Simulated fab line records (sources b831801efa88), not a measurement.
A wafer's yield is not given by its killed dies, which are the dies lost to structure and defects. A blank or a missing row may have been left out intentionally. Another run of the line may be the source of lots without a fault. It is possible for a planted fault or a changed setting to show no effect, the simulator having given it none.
fab line records / flow sfq-line
[record] lots = 5 wafers = 15 last-day = 91
route steps=325 shown M7@288 I7@296
lots untouched by any fault: they come from a run of this same line in which no faults occurred
start-h: hours from the record's first day to the start of the lot's first wafer shown / wait-h: hours from the lot's prior step to this one / " unchanged from the row above / L1.1+2: several wafers, shown together as one row / - value missing, or start not given / * or withheld: withheld / < > ~ a bound
route shown NAME@n: NAME is a module with steps in the file, n the number in the route of the first one / usual: mean/standard deviation of fault-free wafers / same: alike in all rows / chamber/n: place in a boat / sites: per-site readings / _std_site: the standard deviation of these / _edge_site: inner sites' mean taken away from outer sites' mean / radius-mm: how far each site lies from the wafer's centre / mask NAME#n: copy n / behind: tool/chamber where the wafer was last shaped / hold: what put the lot on hold/how long, in hours/how the hold closed / device: the transistor (n, p or np) that didn't switch / end of line: the route-end tests of the same wafers / where a step has no rows: the recipe by itself / killed: dies lost to structure and defects at the first sort, not the wafer's yield / map: a wafer's dies, x killed, . not, _ none there
set.NAME: the setting the step ran with; set.NAME@STEP: the setting that earlier step ran with / model.NAME: the simulator's own value behind a step, which no gauge read
lots seen at some steps along the route; tables by step, rows by wafer
services: when a tool's chamber went out of use (start-h, in hours from the record's first day, below 0 if earlier), for how many hours, and the reason
[[steps]]
[step SFQ_TRILAYER_M7_LITHO_EXPOSE_178]
[recipe] mask-id = M7 na = 0.6 source-shape = conventional sigma-outer = 0.65 target-cd-nm = 500 dose-mj = 14.4
[step SFQ_TRILAYER_M7_LITHO_PEB_180]
[recipe] peb-temp-c = 115 peb-time-s = 60 resist = KrF
[step SFQ_TRILAYER_M7_LITHO_DEVELOP_179]
[recipe] time-s = 60 resist = KrF
[step SFQ_M7_OVL_MEAS_945]
[usual] M7_OVL = 2/6.5
lot.wafer=L200.1 tool=overlay-02 chamber=- start-h=1871.87 wait-h=0.1 M7_OVL[nm]=-6
lot.wafer=L200.2 tool=overlay-02 chamber=- start-h=1871.87 wait-h=0.1 M7_OVL[nm]=-1
lot.wafer=L200.6 tool=overlay-02 chamber=- start-h=1871.87 wait-h=0.1 M7_OVL[nm]=-5
lot.wafer=L209.2 tool=overlay-01 chamber=- start-h=2036.74 wait-h=0.1 M7_OVL[nm]=9
lot.wafer=L209.4 tool=overlay-01 chamber=- start-h=2036.74 wait-h=0.1 M7_OVL[nm]=8
lot.wafer=L209.5 tool=overlay-01 chamber=- start-h=2036.74 wait-h=0.1 M7_OVL[nm]=19
lot.wafer=L211.1 tool=overlay-02 chamber=- start-h=2041.53 wait-h=0.1 M7_OVL[nm]=2
lot.wafer=L211.2 tool=overlay-02 chamber=- start-h=2041.53 wait-h=0.1 M7_OVL[nm]=-6
lot.wafer=L211.4 tool=overlay-02 chamber=- start-h=2041.53 wait-h=0.1 M7_OVL[nm]=-1
lot.wafer=L218.1 tool=overlay-02 chamber=- start-h=2076.77 wait-h=0.1 M7_OVL[nm]=6
lot.wafer=L218.4 tool=overlay-02 chamber=- start-h=2076.77 wait-h=0.1 M7_OVL[nm]=8
lot.wafer=L218.6 tool=overlay-02 chamber=- start-h=2076.77 wait-h=0.1 M7_OVL[nm]=7
lot.wafer=L220.3 tool=overlay-01 chamber=- start-h=2091.19 wait-h=0.1 M7_OVL[nm]=1
lot.wafer=L220.4 tool=overlay-01 chamber=- start-h=2091.19 wait-h=0.1 M7_OVL[nm]=2
lot.wafer=L220.5 tool=overlay-01 chamber=- start-h=2091.19 wait-h=0.1 M7_OVL[nm]=1
[step SFQ_TRILAYER_M7_BARC_OPEN_METAL_ETCH_229]
[recipe] mask-material = PR chemistry = O2 target-depth-nm = 125 target = BARC icp-w = 600 bias-w = 80 pressure-mtorr = 10 time-s = 41.7
[step SFQ_TRILAYER_M7_ETCH_METAL_ETCH_180]
[recipe] target = Nb stop-on = SiO2 mask-material = PR chemistry = Cl2/Ar target-depth-nm = 240 icp-w = 600 bias-w = 80 pressure-mtorr = 10 time-s = 120
[usual] drypump-motor-current-A = 5.4/0.5 oes-product-au = 0.891/0.0068
lot.wafer=L200.1 tool=rie-metal-02 chamber=1 start-h=1871.96 wait-h=0.0 drypump-motor-current-A=4.8 oes-product-au=0.895 rf-hours-counter-h=98
lot.wafer=L200.2 tool=rie-metal-02 chamber=0 start-h=1871.96 wait-h=0.0 drypump-motor-current-A=5.8 oes-product-au=0.888 rf-hours-counter-h=27
lot.wafer=L200.6 tool=rie-metal-02 chamber=0 start-h=1871.96 wait-h=0.0 drypump-motor-current-A=5.8 oes-product-au=0.892 rf-hours-counter-h=-
lot.wafer=L209.2 tool=rie-metal-04 chamber=1 start-h=2036.83 wait-h=0.0 drypump-motor-current-A=6.2 oes-product-au=0.891 rf-hours-counter-h=99
lot.wafer=L209.4 tool=rie-metal-04 chamber=1 start-h=2036.83 wait-h=0.0 drypump-motor-current-A=6.2 oes-product-au=0.889 rf-hours-counter-h=-
lot.wafer=L209.5 tool=rie-metal-04 chamber=1 start-h=2036.83 wait-h=0.0 drypump-motor-current-A=6.2 oes-product-au=0.898 rf-hours-counter-h=-
lot.wafer=L211.1 tool=rie-metal-02 chamber=0 start-h=2041.63 wait-h=0.0 drypump-motor-current-A=5.8 oes-product-au=0.890 rf-hours-counter-h=51
lot.wafer=L211.2 tool=rie-metal-02 chamber=1 start-h=2041.63 wait-h=0.0 drypump-motor-current-A=4.8 oes-product-au=0.883 rf-hours-counter-h=2
lot.wafer=L211.4 tool=rie-metal-02 chamber=0 start-h=2041.63 wait-h=0.0 drypump-motor-current-A=5.8 oes-product-au=0.878 rf-hours-counter-h=-
lot.wafer=L218.1 tool=rie-metal-03 chamber=1 start-h=2076.87 wait-h=0.0 drypump-motor-current-A=4.9 oes-product-au=0.890 rf-hours-counter-h=76
lot.wafer=L218.4 tool=rie-metal-03 chamber=1 start-h=2076.87 wait-h=0.0 drypump-motor-current-A=4.9 oes-product-au=0.880 rf-hours-counter-h=-
lot.wafer=L218.6 tool=rie-metal-03 chamber=0 start-h=2076.87 wait-h=0.0 drypump-motor-current-A=5.6 oes-product-au=0.901 rf-hours-counter-h=-
lot.wafer=L220.3 tool=rie-metal-02 chamber=0 start-h=2091.31 wait-h=0.1 drypump-motor-current-A=5.8 oes-product-au=0.889 rf-hours-counter-h=-
lot.wafer=L220.4 tool=rie-metal-02 chamber=1 start-h=2091.31 wait-h=0.1 drypump-motor-current-A=4.8 oes-product-au=0.877 rf-hours-counter-h=-
lot.wafer=L220.5 tool=rie-metal-02 chamber=1 start-h=2091.31 wait-h=0.1 drypump-motor-current-A=4.8 oes-product-au=0.892 rf-hours-counter-h=-
[step SFQ_TRILAYER_M7_STRIP_STRIP_181]
[recipe] gas = O2 power-w = 200 platen-temp-c = 40 overash-fraction = 0.65 chemistry = O2 pressure-mtorr = 50
[usual] drypump-motor-current-A = 5.4/0.49 oes-product-au = 0.997/0.011
[same] overash-fraction = 0.65
lot.wafer=L200.1 tool=rie-metal-02 chamber=1 start-h=1872.09 wait-h=0.1 drypump-motor-current-A=4.9 oes-product-au=0.994 rf-hours-counter-h=98
lot.wafer=L200.2 tool=rie-metal-02 chamber=0 start-h=1872.09 wait-h=0.1 drypump-motor-current-A=5.8 oes-product-au=1.009 rf-hours-counter-h=27
lot.wafer=L200.6 tool=rie-metal-02 chamber=0 start-h=1872.09 wait-h=0.1 drypump-motor-current-A=5.8 oes-product-au=1.009 rf-hours-counter-h=-
lot.wafer=L209.2 tool=rie-metal-04 chamber=1 start-h=2036.95 wait-h=0.1 drypump-motor-current-A=6.2 oes-product-au=0.999 rf-hours-counter-h=99
lot.wafer=L209.4 tool=rie-metal-04 chamber=1 start-h=2036.95 wait-h=0.1 drypump-motor-current-A=6.2 oes-product-au=1.004 rf-hours-counter-h=-
lot.wafer=L209.5 tool=rie-metal-04 chamber=1 start-h=2036.95 wait-h=0.1 drypump-motor-current-A=6.2 oes-product-au=1.010 rf-hours-counter-h=-
lot.wafer=L211.1 tool=rie-metal-02 chamber=0 start-h=2041.75 wait-h=0.1 drypump-motor-current-A=5.8 oes-product-au=1.013 rf-hours-counter-h=51
lot.wafer=L211.2 tool=rie-metal-02 chamber=1 start-h=2041.75 wait-h=0.1 drypump-motor-current-A=4.8 oes-product-au=0.987 rf-hours-counter-h=2
lot.wafer=L211.4 tool=rie-metal-02 chamber=0 start-h=2041.75 wait-h=0.1 drypump-motor-current-A=5.8 oes-product-au=1.011 rf-hours-counter-h=-
lot.wafer=L218.1 tool=rie-metal-03 chamber=1 start-h=2076.99 wait-h=0.1 drypump-motor-current-A=4.9 oes-product-au=0.987 rf-hours-counter-h=76
lot.wafer=L218.4 tool=rie-metal-03 chamber=1 start-h=2076.99 wait-h=0.1 drypump-motor-current-A=4.9 oes-product-au=0.983 rf-hours-counter-h=-
lot.wafer=L218.6 tool=rie-metal-03 chamber=0 start-h=2076.99 wait-h=0.1 drypump-motor-current-A=5.6 oes-product-au=0.997 rf-hours-counter-h=-
lot.wafer=L220.3 tool=rie-metal-02 chamber=0 start-h=2091.59 wait-h=0.2 drypump-motor-current-A=5.8 oes-product-au=1.007 rf-hours-counter-h=-
lot.wafer=L220.4 tool=rie-metal-02 chamber=1 start-h=2091.59 wait-h=0.2 drypump-motor-current-A=4.8 oes-product-au=0.981 rf-hours-counter-h=-
lot.wafer=L220.5 tool=rie-metal-02 chamber=1 start-h=2091.59 wait-h=0.2 drypump-motor-current-A=4.8 oes-product-au=0.975 rf-hours-counter-h=-
[step SFQ_TRILAYER_M7_STRIP_SOLV_CLEAN_182]
[recipe] chemistry = NMP temp-c = 70 time-s = 600
[step SFQ_TRILAYER_I7_DEP_PECVD_183]
[recipe] material = SiO2 temp-c = 150 time-s = 111.11 pressure-torr = 2.4 rf-w = 183.3 precursor = SiH4/N2O target-thk-nm = 500
[usual] heater-power-w = 82/12 throttle-valve-pct = 24.7/1.2
lot.wafer=L200.1 tool=pecvd-02 chamber=1 start-h=1873.04 wait-h=0.0 heater-power-w=82 throttle-valve-pct=22.2
lot.wafer=L200.2 tool=pecvd-02 chamber=2 start-h=1873.04 wait-h=0.0 heater-power-w=83 throttle-valve-pct=23.2
lot.wafer=L200.6 tool=pecvd-02 chamber=0 start-h=1873.04 wait-h=0.0 heater-power-w=84 throttle-valve-pct=23.1
lot.wafer=L209.2 tool=pecvd-01 chamber=2 start-h=2037.73 wait-h=0.0 heater-power-w=110 throttle-valve-pct=25.6
lot.wafer=L209.4 tool=pecvd-01 chamber=2 start-h=2037.73 wait-h=0.0 heater-power-w=114 throttle-valve-pct=25.6
lot.wafer=L209.5 tool=pecvd-01 chamber=0 start-h=2037.73 wait-h=0.0 heater-power-w=94 throttle-valve-pct=25.7
lot.wafer=L211.1 tool=pecvd-03 chamber=1 start-h=2042.53 wait-h=0.0 heater-power-w=73 throttle-valve-pct=26.0
lot.wafer=L211.2 tool=pecvd-03 chamber=2 start-h=2042.53 wait-h=0.0 heater-power-w=66 throttle-valve-pct=26.1
lot.wafer=L211.4 tool=pecvd-03 chamber=0 start-h=2042.53 wait-h=0.0 heater-power-w=73 throttle-valve-pct=25.2
lot.wafer=L218.1 tool=pecvd-03 chamber=1 start-h=2077.79 wait-h=0.0 heater-power-w=77 throttle-valve-pct=23.8
lot.wafer=L218.4 tool=pecvd-03 chamber=2 start-h=2077.79 wait-h=0.0 heater-power-w=75 throttle-valve-pct=24.1
lot.wafer=L218.6 tool=pecvd-03 chamber=0 start-h=2077.79 wait-h=0.0 heater-power-w=80 throttle-valve-pct=22.7
lot.wafer=L220.3 tool=pecvd-02 chamber=2 start-h=2092.17 wait-h=0.0 heater-power-w=81 throttle-valve-pct=23.3
lot.wafer=L220.4 tool=pecvd-02 chamber=1 start-h=2092.17 wait-h=0.0 heater-power-w=68 throttle-valve-pct=22.9
lot.wafer=L220.5 tool=pecvd-02 chamber=2 start-h=2092.17 wait-h=0.0 heater-power-w=87 throttle-valve-pct=23.5
[step SFQ_TRILAYER_I7_CMP_CMP_184]
[recipe] material = SiO2 down-force-psi = 3 platen-rpm = 60 pad-velocity-m-s = 0.94248
[usual] motor-current-A = 10.1/1.3 time-to-endpoint-s = 212/7.5
lot.wafer=L200.1 tool=cmp-02 chamber=0 start-h=1879.74 wait-h=6.7 motor-current-A=10.3 time-to-endpoint-s=212
lot.wafer=L200.2 tool=cmp-02 chamber=1 start-h=1879.74 wait-h=6.7 motor-current-A=10.2 time-to-endpoint-s=208
lot.wafer=L200.6 tool=cmp-02 chamber=3 start-h=1881.24 wait-h=8.1 motor-current-A=8.8 time-to-endpoint-s=213
lot.wafer=L209.4 tool=cmp-02 chamber=1 start-h=2037.80 wait-h=0.0 motor-current-A=9.8 time-to-endpoint-s=216
lot.wafer=L209.2 tool=cmp-02 chamber=3 start-h=2038.80 wait-h=1.0 motor-current-A=8.7 time-to-endpoint-s=206
lot.wafer=L209.5 tool=cmp-02 chamber=1 start-h=2039.80 wait-h=2.0 motor-current-A=9.7 time-to-endpoint-s=208
lot.wafer=L211.2 tool=cmp-01 chamber=3 start-h=2043.10 wait-h=0.5 motor-current-A=10.5 time-to-endpoint-s=199
lot.wafer=L211.4 tool=cmp-01 chamber=0 start-h=2043.10 wait-h=0.5 motor-current-A=12.0 time-to-endpoint-s=200
lot.wafer=L211.1 tool=cmp-01 chamber=1 start-h=2043.10 wait-h=0.5 motor-current-A=7.8 time-to-endpoint-s=205
lot.wafer=L218.1 tool=cmp-01 chamber=2 start-h=2078.65 wait-h=0.8 motor-current-A=10.5 time-to-endpoint-s=209
lot.wafer=L218.4 tool=cmp-01 chamber=0 start-h=2079.65 wait-h=1.8 motor-current-A=12.0 time-to-endpoint-s=211
lot.wafer=L218.6 tool=cmp-01 chamber=2 start-h=2080.65 wait-h=2.8 motor-current-A=10.5 time-to-endpoint-s=210
lot.wafer=L220.4 tool=cmp-02 chamber=1 start-h=2092.75 wait-h=0.5 motor-current-A=9.7 time-to-endpoint-s=213
lot.wafer=L220.3 tool=cmp-02 chamber=3 start-h=2093.75 wait-h=1.5 motor-current-A=8.5 time-to-endpoint-s=210
lot.wafer=L220.5 tool=cmp-02 chamber=1 start-h=2094.75 wait-h=2.5 motor-current-A=10.4 time-to-endpoint-s=213
[step SFQ_I7_BOW_MEAS_946]
[recipe] mode = bow
[usual] I7_BOW = 9/9.7
lot.wafer=L200.1 tool=film-metro-01 chamber=- start-h=1881.74 wait-h=1.5 I7_BOW[um]=7
lot.wafer=L200.2 tool=film-metro-01 chamber=- start-h=1881.74 wait-h=1.5 I7_BOW[um]=-3
lot.wafer=L200.6 tool=film-metro-01 chamber=- start-h=1881.74 wait-h=1.5 I7_BOW[um]=7
lot.wafer=L209.2 tool=film-metro-04 chamber=- start-h=2040.82 wait-h=1.5 I7_BOW[um]=-4
lot.wafer=L209.4 tool=film-metro-04 chamber=- start-h=2040.82 wait-h=1.5 I7_BOW[um]=-14
lot.wafer=L209.5 tool=film-metro-04 chamber=- start-h=2040.82 wait-h=1.5 I7_BOW[um]=-2
lot.wafer=L211.1 tool=film-metro-04 chamber=- start-h=2045.60 wait-h=1.0 I7_BOW[um]=22
lot.wafer=L211.2 tool=film-metro-04 chamber=- start-h=2045.60 wait-h=1.0 I7_BOW[um]=17
lot.wafer=L211.4 tool=film-metro-04 chamber=- start-h=2045.60 wait-h=1.0 I7_BOW[um]=13
lot.wafer=L218.1 tool=film-metro-04 chamber=- start-h=2081.65 wait-h=2.5 I7_BOW[um]=2
lot.wafer=L218.4 tool=film-metro-04 chamber=- start-h=2081.65 wait-h=2.5 I7_BOW[um]=-4
lot.wafer=L218.6 tool=film-metro-04 chamber=- start-h=2081.65 wait-h=2.5 I7_BOW[um]=-8
lot.wafer=L220.3 tool=film-metro-04 chamber=- start-h=2095.29 wait-h=1.0 I7_BOW[um]=29
lot.wafer=L220.4 tool=film-metro-04 chamber=- start-h=2095.29 wait-h=1.0 I7_BOW[um]=30
lot.wafer=L220.5 tool=film-metro-04 chamber=- start-h=2095.29 wait-h=1.0 I7_BOW[um]=21
[step SFQ_TRILAYER_I7_METRO_MEASURE_185]
[usual] thk-nm = 199.5/0.96
lot.wafer=L200.1 tool=film-metro-01 chamber=- start-h=1881.86 wait-h=0.1 thk-nm=198.9
lot.wafer=L200.2 tool=film-metro-01 chamber=- start-h=1881.86 wait-h=0.1 thk-nm=198.5
lot.wafer=L200.6 tool=film-metro-01 chamber=- start-h=1881.86 wait-h=0.1 thk-nm=199.9
lot.wafer=L209.2 tool=film-metro-04 chamber=- start-h=2041.12 wait-h=0.3 thk-nm=199.6
lot.wafer=L209.4 tool=film-metro-04 chamber=- start-h=2041.12 wait-h=0.3 thk-nm=198.5
lot.wafer=L209.5 tool=film-metro-04 chamber=- start-h=2041.12 wait-h=0.3 thk-nm=199.2
lot.wafer=L211.1 tool=film-metro-04 chamber=- start-h=2045.72 wait-h=0.1 thk-nm=201.0
lot.wafer=L211.2 tool=film-metro-04 chamber=- start-h=2045.72 wait-h=0.1 thk-nm=199.2
lot.wafer=L211.4 tool=film-metro-04 chamber=- start-h=2045.72 wait-h=0.1 thk-nm=199.1
lot.wafer=L218.1 tool=film-metro-04 chamber=- start-h=2081.77 wait-h=0.1 thk-nm=200.1
lot.wafer=L218.4 tool=film-metro-04 chamber=- start-h=2081.77 wait-h=0.1 thk-nm=199.5
lot.wafer=L218.6 tool=film-metro-04 chamber=- start-h=2081.77 wait-h=0.1 thk-nm=199.1
lot.wafer=L220.3 tool=film-metro-04 chamber=- start-h=2095.77 wait-h=0.5 thk-nm=199.8
lot.wafer=L220.4 tool=film-metro-04 chamber=- start-h=2095.77 wait-h=0.5 thk-nm=199.4
lot.wafer=L220.5 tool=film-metro-04 chamber=- start-h=2095.77 wait-h=0.5 thk-nm=199.3
[step SFQ_TRILAYER_I7_VIA_LITHO_COAT_192]
[recipe] resist = BARC spin-rpm = 3000 resist-thk-nm = 62
[usual] spin-speed-rpm = 3000.3/2.1
lot.wafer=L200.1 tool=litho-track-04 chamber=0 start-h=1883.06 wait-h=1.0 spin-speed-rpm=2999.0 model.BARC_of_TRILAYER_I7_VIA_LITHO_COAT_192.thk-nm=62.22
lot.wafer=L200.2 tool=litho-track-04 chamber=0 start-h=1883.06 wait-h=1.0 spin-speed-rpm=2998.8 model.BARC_of_TRILAYER_I7_VIA_LITHO_COAT_192.thk-nm=62.21
lot.wafer=L200.6 tool=litho-track-04 chamber=0 start-h=1883.06 wait-h=1.0 spin-speed-rpm=3001.2 model.BARC_of_TRILAYER_I7_VIA_LITHO_COAT_192.thk-nm=62.16
lot.wafer=L209.2 tool=litho-track-01 chamber=0 start-h=2042.17 wait-h=0.8 spin-speed-rpm=3001.2 model.BARC_of_TRILAYER_I7_VIA_LITHO_COAT_192.thk-nm=62.15
lot.wafer=L209.4 tool=litho-track-01 chamber=0 start-h=2042.17 wait-h=0.8 spin-speed-rpm=3000.4 model.BARC_of_TRILAYER_I7_VIA_LITHO_COAT_192.thk-nm=62.16
lot.wafer=L209.5 tool=litho-track-01 chamber=0 start-h=2042.17 wait-h=0.8 spin-speed-rpm=3001.6 model.BARC_of_TRILAYER_I7_VIA_LITHO_COAT_192.thk-nm=61.99
lot.wafer=L211.1 tool=litho-track-02 chamber=0 start-h=2046.92 wait-h=1.0 spin-speed-rpm=3001.5 model.BARC_of_TRILAYER_I7_VIA_LITHO_COAT_192.thk-nm=62.09
lot.wafer=L211.2 tool=litho-track-02 chamber=0 start-h=2046.92 wait-h=1.0 spin-speed-rpm=3002.7 model.BARC_of_TRILAYER_I7_VIA_LITHO_COAT_192.thk-nm=62.12
lot.wafer=L211.4 tool=litho-track-02 chamber=0 start-h=2046.92 wait-h=1.0 spin-speed-rpm=3002.0 model.BARC_of_TRILAYER_I7_VIA_LITHO_COAT_192.thk-nm=62.06
lot.wafer=L218.1 tool=litho-track-01 chamber=0 start-h=2082.97 wait-h=1.0 spin-speed-rpm=3000.3 model.BARC_of_TRILAYER_I7_VIA_LITHO_COAT_192.thk-nm=62.16
lot.wafer=L218.4 tool=litho-track-01 chamber=0 start-h=2082.97 wait-h=1.0 spin-speed-rpm=3001.7 model.BARC_of_TRILAYER_I7_VIA_LITHO_COAT_192.thk-nm=62.1
lot.wafer=L218.6 tool=litho-track-01 chamber=0 start-h=2082.97 wait-h=1.0 spin-speed-rpm=2994.5 model.BARC_of_TRILAYER_I7_VIA_LITHO_COAT_192.thk-nm=60.02
lot.wafer=L220.3 tool=litho-track-02 chamber=0 start-h=2096.67 wait-h=0.7 spin-speed-rpm=2998.9 model.BARC_of_TRILAYER_I7_VIA_LITHO_COAT_192.thk-nm=61.93
lot.wafer=L220.4 tool=litho-track-02 chamber=0 start-h=2096.67 wait-h=0.7 spin-speed-rpm=2998.3 model.BARC_of_TRILAYER_I7_VIA_LITHO_COAT_192.thk-nm=62.02
lot.wafer=L220.5 tool=litho-track-02 chamber=0 start-h=2096.67 wait-h=0.7 spin-speed-rpm=2996.8 model.BARC_of_TRILAYER_I7_VIA_LITHO_COAT_192.thk-nm=62.11
[step SFQ_TRILAYER_I7_VIA_LITHO_COAT_187]
[recipe] resist = KrF spin-rpm = 3000 resist-thk-nm = 650
[step SFQ_TRILAYER_I7_VIA_LITHO_SOFTBAKE_191]
[recipe] temp-c = withheld time-s = withheld resist = KrF
[step SFQ_TRILAYER_I7_VIA_LITHO_EXPOSE_188]
[recipe] mask-id = I7 na = 0.6 source-shape = conventional sigma-outer = 0.65 target-cd-nm = 1000 dose-mj = 21.3
[step SFQ_TRILAYER_I7_VIA_LITHO_PEB_190]
[recipe] peb-temp-c = 115 peb-time-s = 60 resist = KrF
[step SFQ_TRILAYER_I7_VIA_LITHO_DEVELOP_189]
[recipe] time-s = 60 resist = KrF
[step SFQ_I7_OVL_MEAS_947]
[usual] I7_OVL = 2/5.9
lot.wafer=L200.1 tool=overlay-01 chamber=- start-h=1895.42 wait-h=0.1 I7_OVL[nm]=-5
lot.wafer=L200.2 tool=overlay-01 chamber=- start-h=1895.42 wait-h=0.1 I7_OVL[nm]=-8
lot.wafer=L200.6 tool=overlay-01 chamber=- start-h=1895.42 wait-h=0.1 I7_OVL[nm]=-6
lot.wafer=L209.2 tool=overlay-02 chamber=- start-h=2044.38 wait-h=0.1 I7_OVL[nm]=-2
lot.wafer=L209.4 tool=overlay-02 chamber=- start-h=2044.38 wait-h=0.1 I7_OVL[nm]=0
lot.wafer=L209.5 tool=overlay-02 chamber=- start-h=2044.38 wait-h=0.1 I7_OVL[nm]=-4
lot.wafer=L211.1 tool=overlay-02 chamber=- start-h=2127.17 wait-h=0.1 I7_OVL[nm]=2
lot.wafer=L211.2 tool=overlay-02 chamber=- start-h=2127.17 wait-h=0.1 I7_OVL[nm]=-3
lot.wafer=L211.4 tool=overlay-02 chamber=- start-h=2127.17 wait-h=0.1 I7_OVL[nm]=2
lot.wafer=L218.1 tool=overlay-01 chamber=- start-h=2160.90 wait-h=0.1 I7_OVL[nm]=5
lot.wafer=L218.4 tool=overlay-01 chamber=- start-h=2160.90 wait-h=0.1 I7_OVL[nm]=-6
lot.wafer=L218.6 tool=overlay-01 chamber=- start-h=2160.90 wait-h=0.1 I7_OVL[nm]=-5
lot.wafer=L220.3 tool=overlay-02 chamber=- start-h=2176.63 wait-h=0.1 I7_OVL[nm]=9
lot.wafer=L220.4 tool=overlay-02 chamber=- start-h=2176.63 wait-h=0.1 I7_OVL[nm]=8
lot.wafer=L220.5 tool=overlay-02 chamber=- start-h=2176.63 wait-h=0.1 I7_OVL[nm]=5
[step SFQ_TRILAYER_I7_VIA_BARC_OPEN_VIA_ETCH_260]
[recipe] mask-material = PR chemistry = O2 target-depth-nm = 125 target = BARC source-w = 500 bias-w = 80 pressure-mtorr = 30 time-s = 41.7
[usual] drypump-motor-current-A = 5.6/0.49 oes-product-au = 0.684/0.0049
lot.wafer=L200.1 tool=rie-diel-03 chamber=0 start-h=1895.45 wait-h=0.0 drypump-motor-current-A=4.8 oes-product-au=0.681 rf-hours-counter-h=5 model.etch.depth-nm=62.22
lot.wafer=L200.2 tool=rie-diel-03 chamber=2 start-h=1895.45 wait-h=0.0 drypump-motor-current-A=5.6 oes-product-au=0.686 rf-hours-counter-h=19 model.etch.depth-nm=62.21
lot.wafer=L200.6 tool=rie-diel-03 chamber=0 start-h=1895.45 wait-h=0.0 drypump-motor-current-A=4.8 oes-product-au=0.686 rf-hours-counter-h=- model.etch.depth-nm=62.16
lot.wafer=L209.2 tool=rie-diel-01 chamber=1 start-h=2044.41 wait-h=0.0 drypump-motor-current-A=4.9 oes-product-au=0.691 rf-hours-counter-h=16 model.etch.depth-nm=62.15
lot.wafer=L209.4 tool=rie-diel-01 chamber=3 start-h=2044.41 wait-h=0.0 drypump-motor-current-A=5.9 oes-product-au=0.685 rf-hours-counter-h=3 model.etch.depth-nm=62.16
lot.wafer=L209.5 tool=rie-diel-01 chamber=0 start-h=2044.41 wait-h=0.0 drypump-motor-current-A=6.4 oes-product-au=0.683 rf-hours-counter-h=- model.etch.depth-nm=61.99
lot.wafer=L211.1 tool=rie-diel-03 chamber=0 start-h=2127.21 wait-h=0.0 drypump-motor-current-A=4.8 oes-product-au=0.681 rf-hours-counter-h=7 model.etch.depth-nm=62.09
lot.wafer=L211.2 tool=rie-diel-03 chamber=3 start-h=2127.21 wait-h=0.0 drypump-motor-current-A=4.9 oes-product-au=0.689 rf-hours-counter-h=5 model.etch.depth-nm=62.12
lot.wafer=L211.4 tool=rie-diel-03 chamber=1 start-h=2127.21 wait-h=0.0 drypump-motor-current-A=5.6 oes-product-au=0.687 rf-hours-counter-h=6 model.etch.depth-nm=62.06
lot.wafer=L218.1 tool=rie-diel-02 chamber=1 start-h=2160.93 wait-h=0.0 drypump-motor-current-A=5.4 oes-product-au=0.683 rf-hours-counter-h=16 model.etch.depth-nm=62.16
lot.wafer=L218.4 tool=rie-diel-02 chamber=0 start-h=2160.93 wait-h=0.0 drypump-motor-current-A=5.9 oes-product-au=0.689 rf-hours-counter-h=2 model.etch.depth-nm=62.1
lot.wafer=L218.6 tool=rie-diel-02 chamber=1 start-h=2160.93 wait-h=0.0 drypump-motor-current-A=5.4 oes-product-au=0.668 rf-hours-counter-h=- model.etch.depth-nm=60.02
lot.wafer=L220.3 tool=rie-diel-02 chamber=3 start-h=2176.65 wait-h=0.0 drypump-motor-current-A=6.4 oes-product-au=0.680 rf-hours-counter-h=8 model.etch.depth-nm=61.93
lot.wafer=L220.4 tool=rie-diel-02 chamber=2 start-h=2176.65 wait-h=0.0 drypump-motor-current-A=5.7 oes-product-au=0.691 rf-hours-counter-h=4 model.etch.depth-nm=62.02
lot.wafer=L220.5 tool=rie-diel-02 chamber=1 start-h=2176.65 wait-h=0.0 drypump-motor-current-A=5.4 oes-product-au=0.684 rf-hours-counter-h=- model.etch.depth-nm=62.11
[step SFQ_TRILAYER_I7_VIA_ETCH_VIA_ETCH_190]
[recipe] target = SiO2 stop-on = Nb mask-material = PR taper-deg = 20 chemistry = CHF3 target-depth-nm = 260 source-w = 500 bias-w = 80 pressure-mtorr = 30 time-s = withheld
[[services]]
tool=cmp-02 chamber=- start-h=1852.95 hours=0.7 kind=repair
tool=rie-metal-02 chamber=1 start-h=1857.09 hours=10.3 kind=repair
tool=rie-diel-03 chamber=3 start-h=1858.37 hours=12.4 kind=repair
tool=film-metro-04 chamber=- start-h=1865.93 hours=0.2 kind=pm
tool=cmp-02 chamber=- start-h=1867.54 hours=5.2 kind=repair
tool=cmp-02 chamber=- start-h=1888.76 hours=0.2 kind=repair
tool=film-metro-04 chamber=- start-h=1894.60 hours=1.1 kind=pm
tool=rie-metal-02 chamber=- start-h=1898.14 hours=1.4 kind=pm
tool=rie-diel-03 chamber=- start-h=1899.72 hours=2.8 kind=pm
tool=rie-diel-03 chamber=3 start-h=1924.01 hours=4.1 kind=repair
tool=rie-metal-04 chamber=0 start-h=1941.52 hours=5.3 kind=repair
tool=cmp-02 chamber=- start-h=1948.54 hours=4.0 kind=pm
tool=cmp-02 chamber=- start-h=1949.30 hours=1.3 kind=repair
tool=rie-metal-02 chamber=1 start-h=1949.87 hours=9.9 kind=repair
tool=cmp-02 chamber=- start-h=1972.42 hours=2.0 kind=repair
tool=film-metro-04 chamber=- start-h=1976.34 hours=0.7 kind=pm
tool=pecvd-02 chamber=- start-h=1980.52 hours=0.9 kind=repair
tool=rie-diel-03 chamber=- start-h=1982.10 hours=0.2 kind=repair
tool=rie-diel-03 chamber=1 start-h=1985.32 hours=2.6 kind=repair
tool=cmp-02 chamber=- start-h=2024.25 hours=5.2 kind=pm
tool=film-metro-04 chamber=- start-h=2110.93 hours=1.9 kind=pm
tool=cmp-02 chamber=- start-h=2138.94 hours=1.4 kind=repair
tool=film-metro-04 chamber=- start-h=2139.60 hours=0.5 kind=pm
tool=rie-metal-02 chamber=1 start-h=2170.20 hours=2.2 kind=repair
[[key]]
[first-sign] step = SFQ_TRILAYER_I7_VIA_BARC_OPEN_VIA_ETCH_260 reading = oes-product-au direction = down sigmas = 3.2 usual = 0.684 struck = 0.668
effect none on later readings
[model-effect] step = SFQ_TRILAYER_I7_VIA_LITHO_COAT_192 value = BARC_of_TRILAYER_I7_VIA_LITHO_COAT_192.thk-nm without = 62.19 struck = 60.02
[model-effect] step = SFQ_TRILAYER_I7_VIA_BARC_OPEN_VIA_ETCH_260 value = etch.depth-nm without = 62.19 struck = 60.02
met-at SFQ_TRILAYER_I7_VIA_LITHO_COAT_192
struck-wafers L218.6
onset-between 2042.17 2082.97
[fault] kind = process-parameter-drift tool = litho-track-01 chamber = - onset-h = 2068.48 steps = SFQ_TRILAYER_I7_VIA_LITHO_COAT_192 channel = resist-thk-nm offset = -2.1611 shape = step end-h = 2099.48 scope = struck-wafers-only acts-in = these-recipes-only stated = 62
